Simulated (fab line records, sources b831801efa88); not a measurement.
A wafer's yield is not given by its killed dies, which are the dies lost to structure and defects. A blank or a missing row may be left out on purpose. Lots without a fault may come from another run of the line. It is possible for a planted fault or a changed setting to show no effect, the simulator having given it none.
Shared-tool check -- flow gf180mcu -- Sampled: 13 lots, 39 wafers

== WHY IT WAS OPENED ==
3 of 13 lots carry a flag on the reading MVSD_RS at GF_VT_IMPLANT_RS_MEAS_46. Wafers without a fault read 457.1 ohm/sq, standard deviation 1.1.
Rule: flag the lot when none of its wafers has a number, or when each of its wafers that has one lies beyond 4 standard deviations from that mean. All remaining lots are regarded as sound.

lot,measured,on,"MVSD_RS (ohm/sq), wafer by wafer",flag
L633,day 8 17:06,film_metro-02,457.8 457.5 457.6,
L635,day 9 09:46,film_metro-02,455.2 455.3 456.3,
L637,day 10 03:40,film_metro-01,457.7 457.9 457.6,
L639,day 10 12:10,film_metro-03,455.9 457.6 456.7,
L640,day 10 18:13,film_metro-03,455.4 454.6 455.2,
L641,day 10 21:26,film_metro-02,456.8 456.6 454.9,
L643,day 11 14:21,film_metro-01,497.0 498.0 496.4,FLAGGED
L644,day 11 17:40,film_metro-01,460.0 456.8 458.4,
L645,day 12 00:04,film_metro-01,495.7 496.7 496.1,FLAGGED
L646,day 12 06:07,film_metro-02,498.1 500.3 496.5,FLAGGED
L647,day 12 13:30,film_metro-01,456.7 456.3 455.0,
L648,day 12 22:01,film_metro-02,457.1 456.0 456.8,
L651,day 13 18:22,film_metro-01,455.8 456.9 456.4,
On average the flagged lots' numbers are 497.2 ohm/sq, which is +40.1 ohm/sq against the usual, or +36 standard deviations.

== WHICH TOOL EACH LOT WENT THROUGH ==
Before the reading, the record contains 2 process steps out of a 602-step route. Read each cell as the tool, then ch plus the chambers that the sampled wafers visited, then the start.
lot,flag,GF_STI_ETCH_13,GF_MVSD_IMPLANT_08
L633,,"rie_diel-03 ch 0,2, day 2 21:41","implanter-04 ch 0, day 5 10:29"
L635,,"rie_diel-01 ch 0,1, day 3 09:38","implanter-04 ch 0, day 6 01:28"
L637,,"rie_diel-01 ch 0,2, day 3 21:15","implanter-04 ch 0, day 6 13:59"
L639,,"rie_diel-03 ch 1,2,3, day 4 07:23","implanter-04 ch 0, day 6 22:14"
L640,,"rie_diel-01 ch 0,1,3, day 4 11:26","implanter-01 ch 0, day 7 04:10"
L641,,"rie_diel-04 ch 2,3, day 4 14:23","implanter-04 ch 0, day 7 07:29"
L643,FLAGGED,"rie_diel-04 ch 0,3, day 5 03:04","implanter-04 ch 0, day 7 20:37"
L644,,"rie_diel-01 ch 2, day 5 06:30","implanter-01 ch 0, day 8 01:13"
L645,FLAGGED,"rie_diel-01 ch 1,2,3, day 5 11:30","implanter-04 ch 0, day 8 06:04"
L646,FLAGGED,"rie_diel-03 ch 1,3, day 5 16:00","implanter-04 ch 0, day 8 12:05"
L647,,"rie_diel-04 ch 0,1,3, day 5 21:15","implanter-01 ch 0, day 8 18:14"
L648,,"rie_diel-01 ch 0,1,2, day 6 03:21","implanter-01 ch 0, day 9 01:35"
L651,,"rie_diel-04 ch 1,2,3, day 6 18:31","implanter-01 ch 0, day 9 18:23"
What is done by these steps:
- GF_STI_ETCH_13: etches the open film in CHF3/O2, stops on Si, target depth 282.31 nm, time 112.9 s.
- GF_MVSD_IMPLANT_08
- GF_VT_IMPLANT_RS_MEAS_46: measures by four-point-probe.

== FLAGGED OVER TOTAL, TOOL BY TOOL (the gauges that took the reading come last) ==
step,tool,lots run,flagged,share of the flagged lots,sound lots run after its first flagged lot
GF_STI_ETCH_13,rie_diel-01,6,1,some,1 (L648)
GF_STI_ETCH_13,rie_diel-03,3,1,some,0
GF_STI_ETCH_13,rie_diel-04,4,1,some,"2 (L647,L651)"
GF_MVSD_IMPLANT_08,implanter-01,5,0,none,-
GF_MVSD_IMPLANT_08,implanter-04,8,3,all,0
GF_VT_IMPLANT_RS_MEAS_46,film_metro-01,6,2,some,"3 (L644,L647,L651)"
GF_VT_IMPLANT_RS_MEAS_46,film_metro-02,5,1,some,1 (L648)
GF_VT_IMPLANT_RS_MEAS_46,film_metro-03,2,0,none,-

== THE TABLE: WHAT IT ALLOWS ==
1 row of the table ran every flagged lot: implanter-04 at GF_MVSD_IMPLANT_08.
- implanter-04 at GF_MVSD_IMPLANT_08 ran 8 lots, 3 of them flagged. Its last sound lot is L641 (day 7 07:29), its first flagged lot L643 (day 7 20:37): a fault that began between those two fits. Its own readings lie more than 4 standard deviations out on every wafer of the flagged lots: beam_energy_keV.
What remains is a single tool, implanter-04 at GF_MVSD_IMPLANT_08.

== WHAT WAS PUT IN BY THE SIMULATOR ==
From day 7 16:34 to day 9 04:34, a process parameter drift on implanter-04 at GF_MVSD_IMPLANT_08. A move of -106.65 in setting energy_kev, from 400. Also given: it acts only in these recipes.
Shown lots that were struck: L643, L645, L646. This agrees with what the rule above found.
